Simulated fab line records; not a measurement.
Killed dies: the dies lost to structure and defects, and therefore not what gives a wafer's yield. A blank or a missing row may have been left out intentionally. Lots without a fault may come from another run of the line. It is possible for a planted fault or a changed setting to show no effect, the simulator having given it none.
Comparing a struck lot with a sound one + flow sky130 + 15 out of 708 route steps
Sound: the wafers L699.2, L699.3, L699.4. The struck wafers were L714.1, L714.3, L714.6. The cause is named last.
Per side, at each step with rows, come the tool, then ch with its chambers, and then its first start. Under that, the readings that differ: sound wafers + struck wafers + difference of the means + sigmas: that difference in standard deviations of wafers without a fault.
alike: a reading whose means differ by less than 2 such deviations, as well as words and numbers matching on both sides. not compared: withheld readings; readings where some wafer has no value; bounds like >300 that might hide an equal value; numbers whose values overlap and for which the record gives no deviation.
Wherever a step has rows on one side only, a row that says differs or no value, or a row with sigmas, the two part there. Non-overlapping numbers with no deviation appear without sigmas and do not part them. A reading missing from all wafers of one side parts the sides only when that side holds two or more wafers.

SKY_VIA3_SPUTTER_20: material TiN, target thk 20 nm, time 80 s.
  sound on pvd_sputter-04 at day 41 17:02; struck on pvd_sputter-03 at day 45 11:02
  alike: cathode_dc_power_W, throttle_valve_pct
SKY_VIA3_CVD_21: deposits W, target thk 390 nm, time 117.31 s.
  sound on cvd_w-01 ch 0,1, day 41 17:07; struck on cvd_w-01 ch 0,1, day 45 11:05
  alike: heater_power_w
SKY_VIA3_RS_MEAS_22: uses a four-point probe to measure.
  sound on film_metro-02 at day 41 17:15; struck on film_metro-04 at day 45 11:13
  alike: VIA3_W_RS
SKY_VIA3_THK_MEAS_23: measures by xrf.
  sound on film_metro-02 at day 41 17:22; struck on film_metro-04 at day 45 11:20
  alike: VIA3_W_THK
then, 1 step without rows for these wafers: SKY_VIA3_CMP_24 (polishes, stops on SiO2, t overpolish 20 s, target thk 0 nm).
SKY_METAL4_SPUTTER_00: material Ti, target thk 15 nm, time 10 s.
  sound on pvd_sputter-02 at day 41 17:43; struck on pvd_sputter-03 at day 45 11:46
  alike: cathode_dc_power_W, throttle_valve_pct
then, 2 steps without rows for these wafers: SKY_METAL4_SPUTTER_01 (material TiN, target thk 20 nm, time 16.7 s); SKY_METAL4_SPUTTER_02 (material AlCu, target thk 735 nm, time 39.1 s).
SKY_METAL4_SPUTTER_03: material Ti, target thk 5 nm, time 3.3 s.
  sound on pvd_sputter-02 at day 41 17:47; struck on pvd_sputter-03 at day 45 11:52
  alike: cathode_dc_power_W, throttle_valve_pct
SKY_METAL4_SPUTTER_04: material TiN, target thk 70 nm, time 58.3 s.
  sound on pvd_sputter-02 at day 41 17:49; struck on pvd_sputter-03 at day 45 11:52
  alike: cathode_dc_power_W, throttle_valve_pct
then, 1 step without rows for these wafers: SKY_CAP2M_CVD_00 (deposits SiO2, target thk 15.5 nm).
SKY_CAP2M_THK_MEAS_01:
  sound on film_metro-03 at day 41 17:53; struck on film_metro-01 at day 45 11:57
  alike: CAP2M_CVD_00_THK
SKY_CAP2M_SPUTTER_02: material TiN, target thk 200 nm, time 166.7 s.
  sound on pvd_sputter-04 at day 41 17:56; struck on pvd_sputter-01 at day 45 12:01
| reading                                   | sound                | struck               | difference | sigmas      |
|-------------------------------------------|----------------------|----------------------|------------|-------------|
| cathode_dc_power_W (W)                    | 6499.0 6501.4 6499.9 | 3515.4 3518.5 3519.6 | -2982.3    | -99 or more |
| model.TiN_of_CAP2M_SPUTTER_02.thk_nm (nm) | 195.6 197 195.7      | 106.6 106.3 108.9    | -88.8      |             |
  alike: throttle_valve_pct
SKY_CAP2M_RS_MEAS_03: uses a four-point probe to measure.
  sound on film_metro-01 at day 41 18:04; struck on film_metro-04 at day 45 12:24
| reading               | sound          | struck            | difference | sigmas |
|-----------------------|----------------|-------------------|------------|--------|
| CAP2M_TIN_RS (ohm/sq) | 7.08 7.03 7.07 | 13.19 13.23 12.91 | +6.05      | +80    |
  not compared: hold
following that, these wafers have no rows for 1 step: SKY_PAD_OPEN_PROBE_99.

## WHERE THEY PART
Last at SKY_CAP2M_RS_MEAS_03 as far as this record goes, first at SKY_CAP2M_SPUTTER_02.

WHY: the cause the simulator had injected
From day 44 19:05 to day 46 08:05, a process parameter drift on pvd_sputter-01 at SKY_CAP2M_SPUTTER_02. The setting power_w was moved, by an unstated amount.
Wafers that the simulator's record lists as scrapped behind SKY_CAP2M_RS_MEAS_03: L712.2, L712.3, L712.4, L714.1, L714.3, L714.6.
